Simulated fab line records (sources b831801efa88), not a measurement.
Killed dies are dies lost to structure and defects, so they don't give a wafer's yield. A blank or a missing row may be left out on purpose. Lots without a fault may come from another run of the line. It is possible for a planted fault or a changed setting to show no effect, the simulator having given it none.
Commonality check across tools    flow gf180mcu    Sampled: 11 lots, 33 wafers

THE REASON FOR OPENING IT
GF_PSD_RS_MEAS_15, reading PSD_RS: flagged on 2 of 11 lots. Wafers without a fault read 108.61 ohm/sq, standard deviation 0.27.
Rule: a lot gets a flag if all its wafers with a number sit over 4 standard deviations from that mean, or if no wafer of it has a number. The rest of the lots are taken to be sound.

lot   measured      on            PSD_RS (ohm/sq), wafer by wafer  flag
L144  day 14 04:10  filmMetro-04  108.39 108.42 108.23             
L148  day 15 17:13  filmMetro-04  108.73 108.88 108.85             
L150  day 15 21:48  filmMetro-02  108.22 108.21 108.47             
L155  day 17 17:29  filmMetro-04  119.15 119.24 119.60             FLAGGED
L157  day 18 13:29  filmMetro-04  119.39 119.01 119.45             FLAGGED
L161  day 21 05:53  filmMetro-04  109.15 108.73 108.83             
L162  day 21 06:58  filmMetro-02  108.14 108.50 108.29             
L164  day 22 06:37  filmMetro-01  108.31 108.43 108.40             
L166  day 22 15:03  filmMetro-02  108.59 108.94 108.69             
L167  day 22 16:13  filmMetro-02  109.06 109.19 109.03             
L165  day 22 17:27  filmMetro-02  108.26 108.24 108.35             
On average the flagged lots' numbers are 119.31 ohm/sq, which is +10.70 ohm/sq against the usual, or +40 standard deviations.

TOOL THAT RAN EACH LOT
3 process steps preceding the reading are held in the record, out of 602 steps in the route. Every cell lists first the tool, next ch and the chambers used by the sampled wafers, and last the start.
lot   flag     GF_HV_LDD_STRIP_49                   GF_PSD_IMPLANT_09                GF_PSD_STRIP_10
L144           plasmaAsher-03 ch 0,1, day 12 06:29  implanter-02 ch 0, day 14 03:36  plasmaAsher-01 ch 0,1, day 14 03:43
L148           plasmaAsher-03 ch 0,1, day 13 18:37  implanter-01 ch 0, day 15 16:38  plasmaAsher-02 ch 0,1, day 15 16:47
L150           plasmaAsher-03 ch 0,1, day 14 01:07  implanter-02 ch 0, day 15 21:15  plasmaAsher-02 ch 0,1, day 15 21:22
L155  FLAGGED  plasmaAsher-04 ch 0,1, day 15 17:07  implanter-01 ch 0, day 17 16:55  plasmaAsher-04 ch 0,1, day 17 17:04
L157  FLAGGED  plasmaAsher-04 ch 0,1, day 16 10:10  implanter-01 ch 0, day 18 12:55  plasmaAsher-02 ch 0,1, day 18 13:04
L161           plasmaAsher-02 ch 0,1, day 19 02:43  implanter-02 ch 0, day 21 05:19  plasmaAsher-02 ch 0,1, day 21 05:28
L162           plasmaAsher-04 ch 0,1, day 19 02:44  implanter-04 ch 0, day 21 06:25  plasmaAsher-04 ch 1, day 21 06:32
L164           plasmaAsher-02 ch 0,1, day 20 02:54  implanter-01 ch 0, day 22 06:04  plasmaAsher-02 ch 0,1, day 22 06:11
L166           plasmaAsher-04 ch 0,1, day 20 12:17  implanter-04 ch 0, day 22 14:29  plasmaAsher-02 ch 0,1, day 22 14:38
L167           plasmaAsher-02 ch 0,1, day 20 13:29  implanter-04 ch 0, day 22 15:39  plasmaAsher-02 ch 1, day 22 15:48
L165           plasmaAsher-02 ch 0,1, day 20 13:47  implanter-04 ch 0, day 22 16:54  plasmaAsher-01 ch 0, day 22 17:01
What is done by these steps:
- GF_HV_LDD_STRIP_49: strips in O2/N2.
- GF_PSD_IMPLANT_09
- GF_PSD_STRIP_10: strips in O2/N2.
- GF_PSD_RS_MEAS_15: measures by four-point-probe.

FLAGGED AGAINST TOTAL, ONE TOOL AT A TIME (gauges that did the reading follow at the end)
step                tool            lots run  flagged  share of the flagged lots  sound lots run after its first flagged lot
GF_HV_LDD_STRIP_49  plasmaAsher-02  4         0        none                       -
GF_HV_LDD_STRIP_49  plasmaAsher-03  3         0        none                       -
GF_HV_LDD_STRIP_49  plasmaAsher-04  4         2        all                        2 (L162,L166)
GF_PSD_IMPLANT_09   implanter-01    4         2        all                        1 (L164)
GF_PSD_IMPLANT_09   implanter-02    3         0        none                       -
GF_PSD_IMPLANT_09   implanter-04    4         0        none                       -
GF_PSD_STRIP_10     plasmaAsher-01  2         0        none                       -
GF_PSD_STRIP_10     plasmaAsher-02  7         1        some                       4 (L161,L164,L166,L167)
GF_PSD_STRIP_10     plasmaAsher-04  2         1        some                       1 (L162)
GF_PSD_RS_MEAS_15   filmMetro-01    1         0        none                       -
GF_PSD_RS_MEAS_15   filmMetro-02    5         0        none                       -
GF_PSD_RS_MEAS_15   filmMetro-04    5         2        all                        1 (L161)

WHAT THE TABLE ALLOWS
3 rows of the table ran every flagged lot: plasmaAsher-04 at GF_HV_LDD_STRIP_49, implanter-01 at GF_PSD_IMPLANT_09, filmMetro-04 at GF_PSD_RS_MEAS_15.
- plasmaAsher-04 at GF_HV_LDD_STRIP_49 ran 4 lots, 2 of them flagged. After the first flagged lot (L162, L166), sound lots still ran on it; a lasting fault on the whole tool would not permit that.
- implanter-01 at GF_PSD_IMPLANT_09 ran 4 lots, 2 of them flagged. After the first flagged lot (L164), sound lots still ran on it; a lasting fault on the whole tool would not permit that.
- filmMetro-04 at GF_PSD_RS_MEAS_15 ran 5 lots, 2 of them flagged. After the first flagged lot (L161), sound lots still ran on it; a lasting fault on the whole tool would not permit that.
There is no row in the table that ran each flagged lot and no sound lot after the first.

WHAT HAD BEEN PUT IN BY THE SIMULATOR
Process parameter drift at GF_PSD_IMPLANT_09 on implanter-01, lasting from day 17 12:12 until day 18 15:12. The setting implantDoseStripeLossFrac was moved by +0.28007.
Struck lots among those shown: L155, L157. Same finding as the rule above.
